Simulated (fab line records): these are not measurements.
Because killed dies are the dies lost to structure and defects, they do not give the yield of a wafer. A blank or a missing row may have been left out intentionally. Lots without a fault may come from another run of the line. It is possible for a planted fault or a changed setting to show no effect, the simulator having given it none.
A struck lot beside a sound one | flow sky130 | 36 out of 708 route steps
Sound: the wafers L530.3, L530.4, L530.6. The struck wafers were L520.1, L520.4, L520.6. The cause comes at the end.
At each step with rows: each side's tool, then ch and its chambers, then its first start. Under that, the readings that differ: sound wafers | struck wafers | difference of the means | sigmas: that difference in standard deviations of wafers without a fault.
alike: readings with means less than 2 such deviations apart, plus words and numbers identical on both sides. not compared: withheld readings, readings lacking a value on some wafer, bounds such as >300 that could conceal the same value, and numbers that have no deviation in the record and whose values overlap.
The two part at a step that has a row with sigmas, a row that says differs or no value, or rows on one side only. Numbers that have no deviation but don't overlap get no sigmas and don't part them. A reading missing from all wafers of one side parts the sides only when that side holds two or more wafers.

first, 10 steps without rows for these wafers: SKY_POLY_CUT_ETCH_10 (etches BARC in N2/H2, stops on SiO2, time 45.9 s, target depth 60 nm); SKY_POLY_CUT_ETCH_11 (etches Si3N4 in CF4/CH2F2/Ar, stops on poly-Si, time 42.5 s, target depth 60 nm); SKY_POLY_CUT_STRIP_12 (strips in O2/N2); SKY_SD_P_DEHYDRATE_00 (time 60 s); SKY_SD_P_HMDS_01 (prime time 60 s); SKY_SD_P_COAT_02 (resist thk 1140 nm); SKY_SD_P_SOFTBAKE_03 (time 60 s); SKY_SD_P_EXPOSE_04 (exposes mask PSDM, target cd 380 nm); SKY_SD_P_PEB_05; SKY_SD_P_DEVELOP_06 (develop time 60 s).
SKY_SD_P_IMPLANT_09:
  sound on implanter-01 ch 0, day 31 15:32; struck on implanter-04 ch 0, day 29 06:20
  reading                          | sound                         | struck                        | difference | sigmas
  beam_on_s (s)                    | 13.7 14.2 13.9                | 9.8 10.1 10.4                 | -3.8       | -6
  dose_ions_cm2                    | 2.994e+15 2.997e+15 2.996e+15 | 1.335e+15 1.328e+15 1.329e+15 | -1.665e+15 | -99 or more
  end_station_pressure_torr (Torr) | 1.36e-05 1.47e-05 1.35e-05    | 1.09e-05 1.11e-05 1.12e-05    | -2.87e-06  | -3
  faraday_current_uA               | 11947 11540 11860             | 7489 7221 7053                | -4528      | -9
  alike: beam_energy_keV
SKY_SD_P_STRIP_10: strips in O2/N2.
  sound on plasma_asher-01 ch 0,1, day 31 15:40; struck on plasma_asher-04 ch 1, day 29 06:29
  reading                      | sound             | struck            | difference | sigmas
  drypump_motor_current_A (A)  | 6.1 5.5 6.2       | 4.7 4.7 4.7       | -1.2       | -2
  oes_product_au (a.u.)        | 0.618 0.608 0.619 | 0.650 0.654 0.650 | +0.036     | +9
  strip_time_to_endpoint_s (s) | 17.44 17.42 17.46 | 15.96 15.94 15.90 | -1.51      | -33
  not compared: rf_hours_counter_h
SKY_SD_P_TW_MEAS_11:
  sound on film_metro-03, day 31 15:45; struck on film_metro-01, day 29 06:35
  reading | sound          | struck         | difference | sigmas
  SD_P_TW | 2856 2840 2853 | 2382 2400 2397 | -457       | -17
then, 21 steps without rows for these wafers: SKY_RES_XHIGH_DEHYDRATE_00 (time 60 s); SKY_RES_XHIGH_HMDS_01 (prime time 60 s); SKY_RES_XHIGH_COAT_02 (resist thk 1140 nm); SKY_RES_XHIGH_SOFTBAKE_03 (time 60 s); SKY_RES_XHIGH_EXPOSE_04 (exposes mask URPM, target cd 1270 nm); SKY_RES_XHIGH_PEB_05; SKY_RES_XHIGH_DEVELOP_06 (develop time 60 s); SKY_RES_XHIGH_IMPLANT_07; SKY_RES_XHIGH_STRIP_08 (strips in O2/N2); SKY_SD_N_DEHYDRATE_00 (time 60 s); SKY_SD_N_HMDS_01 (prime time 60 s); SKY_SD_N_COAT_02 (resist thk 1140 nm); SKY_SD_N_SOFTBAKE_03 (time 60 s); SKY_SD_N_EXPOSE_04 (exposes mask NSDM, target cd 380 nm); SKY_SD_N_PEB_05; SKY_SD_N_DEVELOP_06 (develop time 60 s); SKY_SD_N_IMPLANT_09; SKY_SD_N_IMPLANT_10; SKY_SD_N_STRIP_11 (strips in O2/N2); SKY_SD_N_CLEAN_13 (cleans in SC1/SC2, time 150 s); SKY_SD_N_RTA_14 (time 2 s).
-- the record jumps here: 2 days lie between the struck wafers' starts before and after --
SKY_SD_N_RS_MEAS_17: the measuring method here is four-point-probe.
  sound on film_metro-03, day 33 22:29; struck on film_metro-01, day 31 14:26
  reading          | sound             | struck            | difference | sigmas
  SD_P_RS (ohm/sq) | 146.9 147.7 147.5 | 162.9 162.8 162.6 | +15.4      | +44
-- the record jumps here: 17 days lie between the struck wafers' starts before and after (it left off in module SD_N and takes up again in module PAD_OPEN, whose first step shown is number 708 of the route) --
SKY_PAD_OPEN_PROBE_99:
  sound on prober-02, day 50 01:06; struck on prober-02, day 48 11:03
  reading                                | sound             | struck            | difference | sigmas
  killed_at_other                        | 0 0 0             | 0 3 1             | +1         | +2
  model.etest.licon_high_po.rc_ohm       | 353.3 359.4 361.6 | 1798 1892 1870    | +1495      |
  model.etest.res_high_po.line_ohm_um    | 738.5 750.3 736.8 | 1581 1535 1585    | +825       |
  model.etest.res_pdiff.line_ohm_um      | 1388 1400 1412    | 1774 1720 1757    | +350       |
  model.etest.pfet_01v8.r_on_ohm_um      | 2919 2974 2946    | 3310 3468 3395    | +445       |
  model.etest.res_high_po.rs_ohm_sq      | 260.4 267.3 259   | 541.5 539.7 551.5 | +282.0     |
  model.etest.pfet_g5v0d10v5.r_on_ohm_um | 4716 4724 4802    | 4971 5074 5083    | +295       |
  model.etest.licon_pdiff.rc_ohm         | 595.1 616.8 611.1 | 802.1 848.7 827.1 | +218.3     |
  model.etest.res_pdiff_hv.rs_ohm_sq     | 195.6 194.4 195.4 | 249.4 249.5 249.5 | +54.3      |
  alike: killed_at_M0_to_M3, killed_at_M4_up, killed_at_contacts, killed_at_front_end, killed_dies, killed_open, killed_short

## WHERE THEY PART
Earliest at SKY_SD_P_IMPLANT_09; latest, in this record, at SKY_PAD_OPEN_PROBE_99.

WHY: whatever the simulator had introduced
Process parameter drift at SKY_SD_P_IMPLANT_09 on implanter-04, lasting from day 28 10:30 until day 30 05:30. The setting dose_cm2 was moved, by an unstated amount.
